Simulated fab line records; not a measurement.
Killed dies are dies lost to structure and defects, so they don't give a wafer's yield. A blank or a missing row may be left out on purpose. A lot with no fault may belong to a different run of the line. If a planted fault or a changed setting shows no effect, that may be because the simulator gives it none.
Problem report, 8D (eight disciplines) form, completed by code / flow gf180mcu / the parts of the form that need people (team, actions taken, sign-off) are left out

== 1. WHAT IS WRONG ==
Wafers with no fault read 0.859 a.u. with a standard deviation of 0.0044, whereas oes_product_au at GF_V5_ETCH_17 reads a mean of 0.815 a.u. on 1 wafer of 1 lot. Measured from the usual mean, that is -10 standard deviations.
The step: etches SiO2 in C4F8/O2/Ar, stops on TiN, target depth 855 nm.
The step gives no start for some of these wafers. Wafers with a number at this step in the record: 33, from 11 lots. The rule behind "out" and "out of limits": a value lying over 4 standard deviations away from the usual mean. The other wafers with a number count as sound.

== 2. WHAT THIS IS AND IS NOT ==
question=which readings at this step; is=oes_product_au; is not=-
question=which lots; is=L328; is not=L318, L319, L320, L321, L331, L332, L333, L335, L337, L341
question=which wafers of those lots; is=L328.6; is not=L328.2, L328.4
question=read on which tools; is=rie_diel-04; is not=rie_diel-01, rie_diel-02

== 3. THE SUSPECTS, EACH WITH WHAT RULES IT OUT ==
Counting: any tool at a process step up to the reading remains a suspect provided it ran every lot that is out. Sound lots after the first of them don't rule it out here, since some wafers of a struck lot are sound.
- plasma_asher-01 at GF_M5_STRIP_11 (strips in O2/N2): kept. L328, the lot that is out, went through it at day 29 16:59; up to then, the latest sound lot through it was L319 at day 26 10:23.
- cmp-01 at GF_V5_CMP_04 (polishes SiO2): kept. L328, the lot that is out, went through it at day 29 17:47; up to then, the latest sound lot through it was L320 at day 26 18:26.
- rie_diel-04 at GF_V5_ETCH_17 (etches SiO2 in C4F8/O2/Ar, stops on TiN, target depth 855 nm): kept. L328, the lot that is out, went through it at day 30 13:43; up to then, the latest sound lot through it was L319 at day 27 09:44. Out on those wafers are its own readings of oes_product_au. Because GF_V5_ETCH_17 lacks a start for some lots, the hours and order of its lots are taken from GF_TOP_METAL_SPUTTER_02.
The count leaves plasma_asher-01 at GF_M5_STRIP_11, cmp-01 at GF_V5_CMP_04, and rie_diel-04 at GF_V5_ETCH_17.

== 4. THE CAUSE (what the simulator had put in) ==
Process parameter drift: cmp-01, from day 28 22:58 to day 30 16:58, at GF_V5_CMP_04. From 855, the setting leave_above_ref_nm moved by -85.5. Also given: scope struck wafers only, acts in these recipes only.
After counting, 3 suspects remain, this tool included.

== 5. THE CHAIN OF EFFECTS, in route order ==
Each row: a reading whose mean over the struck wafers that have a number lies more than 3 standard deviations from the usual. Readings are gone through only where the record gives a usual standard deviation; hours: the median, over the lots, of the time from a lot's start at the first step in this table giving one to that lot's start at this step; sigmas: the change measured in usual standard deviations.
hours=-; step=GF_V5_ETCH_17; reading=oes_product_au; usual=0.859 a.u.; on struck wafers=0.815; change=-0.044; sigmas=-10
Its process steps:
- GF_V5_ETCH_17: etches SiO2 in C4F8/O2/Ar, stops on TiN, target depth 855 nm.

== 6. WHAT WOULD HAVE CAUGHT IT SOONER ==
Of the tool readings at GF_V5_CMP_04 for which the record gives a usual standard deviation, none was out on any struck wafer, so an alarm limit of 4 standard deviations on them would not have fired.
